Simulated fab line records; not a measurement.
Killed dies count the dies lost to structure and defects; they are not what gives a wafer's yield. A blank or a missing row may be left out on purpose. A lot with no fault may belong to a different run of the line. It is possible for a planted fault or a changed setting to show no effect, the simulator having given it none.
Problem report, 8D (eight disciplines) form, completed by code | flow sky130 | the parts of the form that need people (team, actions taken, sign-off) are left out

1. THE PROBLEM
VIA3_HDPCVD_THK at SKY_VIA3_THK_MEAS_01 reads a mean of 1110 nm on 2 wafers of 1 lot; wafers without a fault read 1638 nm with a standard deviation of 20. That puts it -26 standard deviations away from the usual mean.
First observed at day 43 04:04: wafer L678.1, on film metro-03. Wafers with a number at this step in the record: 39, from 13 lots. Rule for "out" (also "out of limits"): further than 4 standard deviations from the usual mean. The rest of the wafers with a number are treated as sound.

2. WHAT THIS IS AND IS NOT
question                    | is                | is not
which readings at this step | VIA3_HDPCVD_THK   | -
which lots                  | L678              | L663, L664, L666, L667, L669, L670, L671, L672, L682, L683, L684, L685
which wafers of those lots  | L678.1, L678.6    | L678.2
read on which gauges        | film metro-03     | film metro-01, film metro-02
when                        | from day 43 04:04 | up to then (25 sound wafers); but 12 sound wafers of L682, L683, L684, L685 came after

3. SUSPECTS, AND WHAT RULES EACH OUT
Counting: any tool at a process step up to the reading remains a suspect provided it ran every lot that is out. Sound lots after the first of them don't rule it out here, since some wafers of a struck lot are sound.
- the gauge at SKY_VIA3_THK_MEAS_01 has been ruled out. All the wafers that are out were read on film metro-03, but those of them that SKY_VIA3_HDPCVD_00 has rows for are out there too, on other tools.
- cvd w-01 at SKY_VIA2_CVD_21 (deposits W, target thk 420 nm, time 126.4 s): kept. L678, the lot that is out, went through it at day 41 02:11; up to then, the latest sound lot through it was L667 at day 38 02:46.
- hdpcvd-02 at SKY_VIA3_HDPCVD_00 (deposits SiO2, target thk 1635 nm, time 272.5 s): kept. L678, the lot that is out, went through it at day 43 03:49; up to then, the latest sound lot through it was L670 at day 41 05:07. On those wafers its own readings are out: run length s.
The count leaves hdpcvd-02 at SKY_VIA3_HDPCVD_00 and cvd w-01 at SKY_VIA2_CVD_21.

4. THE CAUSE (what the simulator had put in)
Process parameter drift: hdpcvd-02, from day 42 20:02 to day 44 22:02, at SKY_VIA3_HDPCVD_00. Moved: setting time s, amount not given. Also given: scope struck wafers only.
2 suspects survive the count, and this tool is in that group.

5. THE EFFECT CHAIN, in route order
Each row: a reading where the mean over the struck wafers with a number is more than 3 standard deviations away from the usual. Only readings for which the record gives a usual standard deviation are gone through. hours: the time from each lot's start at the first step in this table that gives one to its start at this step, as a median over the lots. sigmas: the change in usual standard deviations.
hours | step                 | reading         | usual   | on struck wafers | change | sigmas
0     | SKY_VIA3_HDPCVD_00   | run length s    | 300.5 s | 212.8            | -87.7  | -99 or more
0     | SKY_VIA3_THK_MEAS_01 | VIA3_HDPCVD_THK | 1638 nm | 1110             | -528   | -26
It contains these process steps:
- SKY_VIA3_HDPCVD_00: deposits SiO2, target thk 1635 nm, time 272.5 s.

6. WHAT WOULD HAVE CAUGHT IT SOONER
The first out-of-limits reading at a measuring or inspecting step in this record came at day 43 04:04, 8 hours after the fault's start at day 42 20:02.
The tool's own readings at SKY_VIA3_HDPCVD_00 were out on every struck wafer that the step has a row for (run length s): an alarm limit on them would have fired on the first of those.
All the lots that are out (1) had begun SKY_VIA3_HDPCVD_00 on hdpcvd-02 by day 43 04:04. A hold on the tool at that time would have spared none of them.
